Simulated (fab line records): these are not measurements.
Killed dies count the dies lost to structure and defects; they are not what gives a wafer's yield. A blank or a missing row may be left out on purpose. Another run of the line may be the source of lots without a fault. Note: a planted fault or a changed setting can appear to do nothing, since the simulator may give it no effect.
A lot that was struck, set against a sound lot + flow sky130 + 20 out of 708 route steps
Sound: these wafers, L772.1, L772.2, L772.3. Struck: wafers L774.2, L774.3, L774.5. The cause comes at the end.
For every step that has rows: the tool of each side, followed by ch and its chambers, followed by its first start. Under that, the readings that differ: sound wafers + struck wafers + difference of the means + sigmas: that difference in standard deviations of wafers without a fault.
alike: readings whose means differ by less than 2 such deviations, and words and numbers that are the same on both sides. not compared: withheld readings, readings that some wafer has no value for, bounds like >300 that may hide the same value, and numbers for which the record gives no deviation and whose values overlap.
A row with sigmas, a row that says differs or no value, or rows on one side alone: a step with any of these is where the two part. Numbers that have no deviation but don't overlap get no sigmas and don't part them. A reading that every wafer of one side lacks parts them only if that side has two wafers or more.

SKY_METAL4_SPUTTER_01: material TiN, target thk 20 nm, time 16.7 s.
  sound on pvd sputter-02, day 39 20:15; struck on pvd sputter-01, day 40 21:55
  alike: throttle valve pct
SKY_METAL4_SPUTTER_02: material AlCu, target thk 735 nm, time 39.1 s.
  sound on pvd sputter-02, day 39 20:17; struck on pvd sputter-01, day 40 21:56
  alike: throttle valve pct
SKY_METAL4_SPUTTER_03: material Ti, target thk 5 nm, time 3.3 s.
  sound on pvd sputter-02, day 39 20:19; struck on pvd sputter-01, day 40 21:59
  alike: throttle valve pct
then, 1 step without rows for these wafers: SKY_METAL4_SPUTTER_04 (material TiN, target thk 70 nm, time 58.3 s).
SKY_CAP2M_CVD_00: deposits SiO2, target thk 15.5 nm.
  sound on pecvd-01 ch 0,1,2, day 39 20:23; struck on pecvd-03 ch 1,2, day 40 22:02
  alike: heater power w
SKY_CAP2M_THK_MEAS_01:
  sound on film metro-01, day 39 20:25; struck on film metro-02, day 40 22:05
  alike: CAP2M_CVD_00_THK
then, 1 step without rows for these wafers: SKY_CAP2M_SPUTTER_02 (material TiN, target thk 200 nm, time 166.7 s).
SKY_CAP2M_RS_MEAS_03: measures by four-point-probe.
  sound on film metro-02, day 39 20:35; struck on film metro-02, day 40 22:16
  alike: CAP2M_TIN_RS
SKY_CAP2M_THK_MEAS_04: measures by xrf.
  sound on film metro-02, day 39 20:42; struck on film metro-02, day 40 22:23
  alike: CAP2M_TIN_THK
then, 3 steps without rows for these wafers: SKY_CAP2M_DEHYDRATE_05 (time 60 s); SKY_CAP2M_HMDS_06 (prime time 60 s); SKY_CAP2M_COAT_07 (resist thk 1140 nm).
SKY_CAP2M_SOFTBAKE_08: time 60 s.
  sound on litho track-01 ch 0, day 40 09:38; struck on litho track-01 ch 0, day 41 10:37
| reading                  | sound             | struck            | difference | sigmas |
|--------------------------|-------------------|-------------------|------------|--------|
| heater power total W (W) | 56.69 56.63 56.58 | 54.89 54.79 54.86 | -1.79      | -34    |
| plate temp C (C)         | 90.04 90.02 90.04 | 87.89 87.96 87.99 | -2.09      | -17    |
then, 2 steps without rows for these wafers: SKY_CAP2M_EXPOSE_09 (exposes mask CAP2M, target cd 1000 nm); SKY_CAP2M_PEB_10.
SKY_CAP2M_DEVELOP_11: develop time 60 s.
  sound on litho track-03 ch 0, day 40 21:56; struck on litho track-02 ch 0, day 41 22:59
| reading                                    | sound          | struck         | difference | sigmas |
|--------------------------------------------|----------------|----------------|------------|--------|
| model.NOVOLAK_of_CAP2M_COAT_07.thk nm (nm) | 1133 1132 1131 | 1146 1147 1148 | +15        |        |
SKY_CAP2M_OVL_MEAS_12:
  sound on overlay-01, day 40 22:05; struck on overlay-01, day 41 23:07
  alike: CAP2M_OVL
SKY_CAP2M_METAL_ETCH_13: etches TiN in Cl2/BCl3, stops on SiO2, target depth 220 nm, time 62.9 s.
  sound on rie metal-03 ch 0,1, day 40 22:07; struck on rie metal-04 ch 0,1, day 41 23:08
| reading                                    | sound             | struck            | difference | sigmas |
|--------------------------------------------|-------------------|-------------------|------------|--------|
| model.NOVOLAK_of_CAP2M_COAT_07.thk nm (nm) | 985.9 986.3 983.2 | 996.1 999.9 998.9 | +13.2      |        |
  alike: chamber pressure mTorr, drypump motor current A, oes product au, throttle valve pct
  not compared: rf hours counter h
SKY_CAP2M_STRIP_14: strips in O2/N2.
  sound on plasma asher-04 ch 0,1, day 40 22:12; struck on plasma asher-04 ch 1, day 41 23:13
| reading                      | sound             | struck            | difference | sigmas |
|------------------------------|-------------------|-------------------|------------|--------|
| strip time to endpoint s (s) | 12.57 12.58 12.55 | 12.69 12.73 12.72 | +0.15      | +3     |
  alike: chamber pressure mTorr, drypump motor current A, oes product au
  not compared: rf hours counter h
-- the record jumps here: 5 days lie between the struck wafers' starts before and after (it left off in module CAP2M and takes up again in module PAD_OPEN, whose first step shown is number 708 of the route) --
SKY_PAD_OPEN_PROBE_99:
  record: rows for the struck wafers here (prober-01, day 46 23:57), none for the sound ones

== WHERE THEY PART ==
Last at SKY_PAD_OPEN_PROBE_99 as far as this record goes, first at SKY_CAP2M_SOFTBAKE_08.

WHY: what had been put in by the simulator
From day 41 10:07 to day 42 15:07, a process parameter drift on litho track-01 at SKY_CAP2M_SOFTBAKE_08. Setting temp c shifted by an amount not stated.
